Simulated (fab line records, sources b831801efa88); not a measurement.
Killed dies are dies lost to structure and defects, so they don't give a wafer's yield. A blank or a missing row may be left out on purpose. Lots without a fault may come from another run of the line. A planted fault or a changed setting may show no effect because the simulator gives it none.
Which tool did it? | flow sky130 | 13 lots, 39 wafers sampled, at 3 steps of a route of 708

WHAT THE GAUGES READ, wafer by wafer
The record holds no reading of a measuring or inspecting step that can be judged against a usual standard deviation.

WHICH TOOL RAN EACH LOT (tool, then ch and the chambers of the sampled wafers, then the start)
lot  | SKY_VIA2_ETCH_15                   | SKY_VIA2_STRIP_16                    | SKY_PAD_OPEN_PROBE_99
L551 | rie_diel-03 ch 0,1,2, day 37 04:37 | plasma_asher-03 ch 0,1, day 37 04:41 | -
L552 | rie_diel-01 ch 0,1,3, day 37 08:59 | plasma_asher-03 ch 0,1, day 37 09:03 | -
L554 | rie_diel-01 ch 0,1,2, day 37 20:22 | plasma_asher-04 ch 0,1, day 37 20:26 | -
L555 | rie_diel-01 ch 2,3, day 38 00:32   | plasma_asher-03 ch 0,1, day 38 00:38 | -
L556 | rie_diel-04 ch 0,2,3, day 39 03:34 | plasma_asher-02 ch 0,1, day 39 03:40 | -
L557 | rie_diel-01 ch 1,2, day 39 05:35   | plasma_asher-02 ch 0,1, day 39 05:38 | prober-02, day 48 03:18
L558 | rie_diel-01 ch 0,2,3, day 39 07:59 | plasma_asher-04 ch 0,1, day 39 08:05 | -
L561 | rie_diel-03 ch 2,3, day 39 22:34   | plasma_asher-02 ch 0,1, day 39 22:40 | prober-02, day 48 16:58
L562 | rie_diel-04 ch 0,1, day 40 04:17   | plasma_asher-03 ch 0,1, day 40 04:23 | -
L566 | rie_diel-01 ch 0,1, day 41 09:49   | plasma_asher-04 ch 0,1, day 41 09:53 | -
L568 | rie_diel-01 ch 1,2, day 41 22:07   | plasma_asher-04 ch 0,1, day 41 22:11 | prober-01, day 50 01:01
L571 | rie_diel-03 ch 0,2, day 43 04:35   | plasma_asher-02 ch 0,1, day 43 04:38 | -
L572 | rie_diel-04 ch 0,1,3, day 43 04:46 | plasma_asher-03 ch 0,1, day 43 04:50 | -
- SKY_VIA2_ETCH_15: etches SiO2 in C4F8/O2/Ar, stops on TiN, target depth 546 nm, time 84 s.
- SKY_VIA2_STRIP_16: strips in O2/N2.
- SKY_PAD_OPEN_PROBE_99

WHAT THE TOOLS THEMSELVES READ (means of the sampled wafers that have a number; where no wafer has one, the mark that the record gives instead)
SKY_VIA2_ETCH_15. Usual: bias_w 1200 W, standard deviation 3.7; oes_product_au 0.939 a.u., standard deviation 0.0046.
lot  | tool        | bias_w (W) | oes_product_au (a.u.) | flag
L551 | rie_diel-03 | 1199       | 0.939                 |
L552 | rie_diel-01 | 1201       | 0.939                 |
L554 | rie_diel-01 | 1203       | 0.938                 |
L555 | rie_diel-01 | 1199       | 0.938                 |
L556 | rie_diel-04 | 1202       | 0.935                 |
L557 | rie_diel-01 | 1200       | 0.936                 |
L558 | rie_diel-01 | 1200       | 0.941                 |
L561 | rie_diel-03 | 1200       | 0.944                 |
L562 | rie_diel-04 | 1200       | 0.934                 |
L566 | rie_diel-01 | 1201       | 0.936                 |
L568 | rie_diel-01 | 1199       | 0.943                 |
L571 | rie_diel-03 | 1661       | 0.942                 | OFF
L572 | rie_diel-04 | 1199       | 0.933                 |

SKY_VIA2_STRIP_16. Usual: drypump_motor_current_A 6.0 A, standard deviation 0.51; oes_product_au 0.399 a.u., standard deviation 0.0045; strip_time_to_endpoint_s 4.04 s, standard deviation 0.032.
lot  | tool            | drypump_motor_current_A (A) | oes_product_au (a.u.) | strip_time_to_endpoint_s (s) | flag
L551 | plasma_asher-03 | 5.9                         | 0.399                 | 4.02                         |
L552 | plasma_asher-03 | 5.9                         | 0.398                 | 4.04                         |
L554 | plasma_asher-04 | 6.5                         | 0.400                 | 4.03                         |
L555 | plasma_asher-03 | 5.9                         | 0.401                 | 4.04                         |
L556 | plasma_asher-02 | 5.7                         | 0.398                 | 4.04                         |
L557 | plasma_asher-02 | 5.6                         | 0.397                 | 4.05                         |
L558 | plasma_asher-04 | 6.5                         | 0.395                 | 4.04                         |
L561 | plasma_asher-02 | 5.7                         | 0.399                 | 4.06                         |
L562 | plasma_asher-03 | 5.6                         | 0.398                 | 4.08                         |
L566 | plasma_asher-04 | 6.4                         | 0.398                 | 4.02                         |
L568 | plasma_asher-04 | 6.6                         | 0.396                 | 4.03                         |
L571 | plasma_asher-02 | 5.8                         | 0.396                 | 3.91                         | OFF
L572 | plasma_asher-03 | 5.6                         | 0.401                 | 4.08                         |

SKY_PAD_OPEN_PROBE_99. Usual: defect_limited_yield 82.6 %, standard deviation 1.9; killed_at_M0_to_M3 43, standard deviation 7.7; killed_at_M4_up 2.9, standard deviation 1.7; killed_at_contacts 24, standard deviation 5.5; killed_at_front_end 15, standard deviation 4; killed_at_other 0.4, standard deviation 0.66; killed_dies 86, standard deviation 9.4; killed_open 47, standard deviation 6.7; killed_short 38, standard deviation 6.2; sort_bin_3_pad_short 0.8 %, standard deviation 0.42; sort_bin_5_function 10.3 %, standard deviation 1.5; sort_bin_6_memory 6.4 %, standard deviation 1.1; sort_n_pass 406, standard deviation 9.4; sort_yield_pct 82.6 %, standard deviation 1.9.
lot  | tool      | defect_limited_yield (%) | killed_at_M0_to_M3 | killed_at_M4_up | killed_at_contacts | killed_at_front_end | killed_at_other | killed_dies | killed_open | killed_short | sort_bin_3_pad_short (%) | sort_bin_5_function (%) | sort_bin_6_memory (%) | sort_n_pass | sort_yield_pct (%) | flag
L557 | prober-02 | 80.7                     | 45                 | 3.3             | 29                 | 18                  | 0.3             | 95          | 54          | 40           | 0.9                      | 10.8                    | 7.6                   | 397         | 80.7               |
L561 | prober-02 | 80.6                     | 46                 | 4.3             | 24                 | 20                  | 0.3             | 95          | 52          | 43           | 0.4                      | 11.7                    | 7.2                   | 397         | 80.6               |
L568 | prober-01 | 83.6                     | 33                 | 1.7             | 27                 | 19                  | 0.0             | 81          | 43          | 37           | 0.2                      | 10.4                    | 5.8                   | 411         | 83.6               |

THE ANSWER, worked out from the rows above alone
Rule: a lot is off if the mean of its wafers that have a number lies more than 3 standard deviations from the usual mean. A lot without any number at a reading at which 4 lots or more have one is off too. The other lots that the step has rows for count as sound. The gauges are gone through in route order, then the tools' own readings, and for those a lot's mean is taken as printed above. The first step at which some lot is off is used, and at that step the reading that is off furthest; a lot without a number counts as furthest.
Off: L571, at SKY_VIA2_ETCH_15 (bias_w).
A tool fits if, at that step or a process step before it, it ran every lot that is off, and no sound lot after the first of them. One fits: rie_diel-03 at SKY_VIA2_ETCH_15. Its last sound lot is L561 (day 39 22:34), its first lot that is off L571 (day 43 04:35): a fault that began between those two fits.
The tool's own readings at SKY_VIA2_ETCH_15 bear it out: on the lots that are off they differ by more than 5 times the standard deviation of the sound lots' means. bias_w reads 1661 W there against 1200 W on the sound lots.

WHAT THE SIMULATOR HAD PUT IN
Process parameter drift: rie_diel-03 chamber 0, from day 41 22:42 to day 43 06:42, at SKY_VIA2_ETCH_15. Setting bias_w, moved by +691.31, from 1200. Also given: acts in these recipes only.
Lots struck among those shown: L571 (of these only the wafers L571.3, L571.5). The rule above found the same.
